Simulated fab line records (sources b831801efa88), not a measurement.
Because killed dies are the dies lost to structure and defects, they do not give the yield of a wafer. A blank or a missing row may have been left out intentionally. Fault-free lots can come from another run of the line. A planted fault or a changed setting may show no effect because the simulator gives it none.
The tool behind it: which one? / flow gf180mcu / Sampling: 13 lots, 39 wafers, 3 of 602 route steps

WHAT THE GAUGES READ, wafer by wafer
GF_HV_LDD_RS_MEAS_53: uses a four-point probe to measure. Usual: for HV_LDD_RS the level is 418.7 ohm/sq and the standard deviation is 0.79.
lot=L904; measured=day 12 10:01; on=film_metro-01; HV_LDD_RS (ohm/sq)=419.3 419.1 419.4; flag=
lot=L907; measured=day 13 12:19; on=film_metro-01; HV_LDD_RS (ohm/sq)=418.5 418.6 418.7; flag=
lot=L908; measured=day 13 20:36; on=film_metro-01; HV_LDD_RS (ohm/sq)=418.6 419.1 419.2; flag=
lot=L910; measured=day 14 15:07; on=film_metro-04; HV_LDD_RS (ohm/sq)=417.9 417.4 417.8; flag=
lot=L909; measured=day 14 15:13; on=film_metro-01; HV_LDD_RS (ohm/sq)=418.0 417.3 418.2; flag=
lot=L911; measured=day 15 02:21; on=film_metro-01; HV_LDD_RS (ohm/sq)=419.7 419.6 419.4; flag=
lot=L913; measured=day 15 12:31; on=film_metro-01; HV_LDD_RS (ohm/sq)=419.5 420.0 419.2; flag=
lot=L915; measured=day 16 07:44; on=film_metro-04; HV_LDD_RS (ohm/sq)=417.6 417.6 418.7; flag=
lot=L916; measured=day 16 09:57; on=film_metro-01; HV_LDD_RS (ohm/sq)=451.4 451.0 449.8; flag=OFF
lot=L917; measured=day 16 22:07; on=film_metro-03; HV_LDD_RS (ohm/sq)=450.6 451.7 450.1; flag=OFF
lot=L918; measured=day 17 00:13; on=film_metro-04; HV_LDD_RS (ohm/sq)=418.1 417.8 419.5; flag=
lot=L924; measured=day 19 01:27; on=film_metro-01; HV_LDD_RS (ohm/sq)=417.9 418.5 418.7; flag=
lot=L927; measured=day 20 04:34; on=film_metro-04; HV_LDD_RS (ohm/sq)=419.8 420.4 418.9; flag=

GF_V1_RS_MEAS_24: uses a four-point probe to measure. Usual: for V1_W_RS the level is 0.329 ohm/sq and the standard deviation is 0.0037.
lot=L904; measured=day 18 04:08; on=film_metro-02; V1_W_RS (ohm/sq)=0.329 0.328 0.335; flag=
lot=L907; measured=day 19 13:23; on=film_metro-03; V1_W_RS (ohm/sq)=0.326 0.324 0.333; flag=
lot=L908; measured=day 19 23:02; on=film_metro-03; V1_W_RS (ohm/sq)=0.327 0.323 0.326; flag=
lot=L910; measured=day 20 18:23; on=film_metro-02; V1_W_RS (ohm/sq)=0.328 0.330 0.337; flag=
lot=L909; measured=day 20 20:11; on=film_metro-04; V1_W_RS (ohm/sq)=0.328 0.333 0.327; flag=
lot=L911; measured=day 21 07:51; on=film_metro-02; V1_W_RS (ohm/sq)=0.327 0.327 0.327; flag=
lot=L913; measured=day 21 18:34; on=film_metro-04; V1_W_RS (ohm/sq)=0.325 0.326 0.327; flag=
lot=L915; measured=day 22 14:58; on=film_metro-03; V1_W_RS (ohm/sq)=0.327 0.325 0.325; flag=
lot=L916; measured=day 22 15:41; on=film_metro-03; V1_W_RS (ohm/sq)=0.333 0.330 0.328; flag=
lot=L917; measured=day 23 05:20; on=film_metro-04; V1_W_RS (ohm/sq)=0.328 0.327 0.331; flag=
lot=L918; measured=day 23 06:46; on=film_metro-02; V1_W_RS (ohm/sq)=0.335 0.332 0.331; flag=
lot=L924; measured=day 25 05:50; on=film_metro-04; V1_W_RS (ohm/sq)=0.328 0.330 0.333; flag=
lot=L927; measured=day 26 06:24; on=film_metro-04; V1_W_RS (ohm/sq)=0.327 0.329 0.328; flag=

WHICH TOOL RAN EACH LOT (tool, then ch and the chambers of the sampled wafers, then the start)
lot=L904; GF_HV_LDD_IMPLANT_09=implanter-03 ch 0, day 10 01:46
lot=L907; GF_HV_LDD_IMPLANT_09=implanter-03 ch 0, day 11 01:14
lot=L908; GF_HV_LDD_IMPLANT_09=implanter-03 ch 0, day 11 09:01
lot=L910; GF_HV_LDD_IMPLANT_09=implanter-04 ch 0, day 12 00:55
lot=L909; GF_HV_LDD_IMPLANT_09=implanter-03 ch 0, day 12 01:05
lot=L911; GF_HV_LDD_IMPLANT_09=implanter-04 ch 0, day 12 10:47
lot=L913; GF_HV_LDD_IMPLANT_09=implanter-03 ch 0, day 12 20:29
lot=L915; GF_HV_LDD_IMPLANT_09=implanter-03 ch 0, day 13 14:06
lot=L916; GF_HV_LDD_IMPLANT_09=implanter-03 ch 0, day 13 16:14
lot=L917; GF_HV_LDD_IMPLANT_09=implanter-03 ch 0, day 14 03:01
lot=L918; GF_HV_LDD_IMPLANT_09=implanter-04 ch 0, day 14 05:41
lot=L924; GF_HV_LDD_IMPLANT_09=implanter-04 ch 0, day 16 02:15
lot=L927; GF_HV_LDD_IMPLANT_09=implanter-04 ch 0, day 17 04:05
- GF_HV_LDD_IMPLANT_09

AS READ BY THE TOOLS THEMSELVES (means over the sampled wafers that have a number; for cases with no such wafer, the mark the record gives instead)
GF_HV_LDD_IMPLANT_09. Usual: dose_ions_cm2 1.0001e+14, standard deviation 1.1e+11; faraday_current_uA 564, standard deviation 11; tilt_deg 7.002 degrees, standard deviation 0.021.
lot=L904; tool=implanter-03; dose_ions_cm2=9.9997e+13; faraday_current_uA=558; tilt_deg (degrees)=7.001; flag=
lot=L907; tool=implanter-03; dose_ions_cm2=1.0005e+14; faraday_current_uA=556; tilt_deg (degrees)=6.991; flag=
lot=L908; tool=implanter-03; dose_ions_cm2=9.9943e+13; faraday_current_uA=564; tilt_deg (degrees)=7.013; flag=
lot=L910; tool=implanter-04; dose_ions_cm2=1.0009e+14; faraday_current_uA=556; tilt_deg (degrees)=7.000; flag=
lot=L909; tool=implanter-03; dose_ions_cm2=9.9983e+13; faraday_current_uA=569; tilt_deg (degrees)=7.048; flag=
lot=L911; tool=implanter-04; dose_ions_cm2=9.9960e+13; faraday_current_uA=569; tilt_deg (degrees)=6.980; flag=
lot=L913; tool=implanter-03; dose_ions_cm2=1.0001e+14; faraday_current_uA=559; tilt_deg (degrees)=7.003; flag=
lot=L915; tool=implanter-03; dose_ions_cm2=9.9977e+13; faraday_current_uA=572; tilt_deg (degrees)=6.985; flag=
lot=L916; tool=implanter-03; dose_ions_cm2=8.4180e+13; faraday_current_uA=471; tilt_deg (degrees)=6.996; flag=OFF
lot=L917; tool=implanter-03; dose_ions_cm2=8.4283e+13; faraday_current_uA=477; tilt_deg (degrees)=7.019; flag=OFF
lot=L918; tool=implanter-04; dose_ions_cm2=1.0010e+14; faraday_current_uA=559; tilt_deg (degrees)=6.998; flag=
lot=L924; tool=implanter-04; dose_ions_cm2=1.0014e+14; faraday_current_uA=574; tilt_deg (degrees)=7.017; flag=
lot=L927; tool=implanter-04; dose_ions_cm2=1.0006e+14; faraday_current_uA=566; tilt_deg (degrees)=6.977; flag=

THE ANSWER, worked out from the rows above alone
Rule: a lot counts as off when the mean over its wafers that have a number is more than 3 standard deviations away from the usual mean. Also off: a lot with no number at a reading for which 4 or more lots have one. Where the step has rows for the other lots, those lots are counted as sound. The gauges are gone through in route order, then the tools' own readings, and for those a lot's mean is taken as printed above. At the first step where some lot is off, the reading lying furthest off is the one used; lots without a number count as furthest.
Off: at GF_HV_LDD_RS_MEAS_53 (HV_LDD_RS), L916, L917.
If a tool, at a process step before that reading, ran all the lots that are off and no sound lot after the first of them, it fits. The gauges at GF_HV_LDD_RS_MEAS_53 aren't tried: what is off there is off at GF_HV_LDD_IMPLANT_09 too, on other tools, and a gauge's error can't cause that. One fits: GF_HV_LDD_IMPLANT_09 on implanter-03. Its last sound lot is L915 (day 13 14:06), its first lot that is off L916 (day 13 16:14): a fault that began between those two fits.
The tool's own readings at GF_HV_LDD_IMPLANT_09 bear it out: on the lots that are off they differ by more than 5 times the standard deviation of the sound lots' means. dose_ions_cm2 reads 8.4232e+13 there against 1.0003e+14 on the sound lots; faraday_current_uA reads 474 there against 564 on the sound lots.

WHAT WAS PUT IN BY THE SIMULATOR
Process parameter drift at GF_HV_LDD_IMPLANT_09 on implanter-03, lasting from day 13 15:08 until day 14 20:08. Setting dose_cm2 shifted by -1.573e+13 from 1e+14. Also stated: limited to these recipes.
Struck lots among those shown: L916, L917. The rule above found the same.
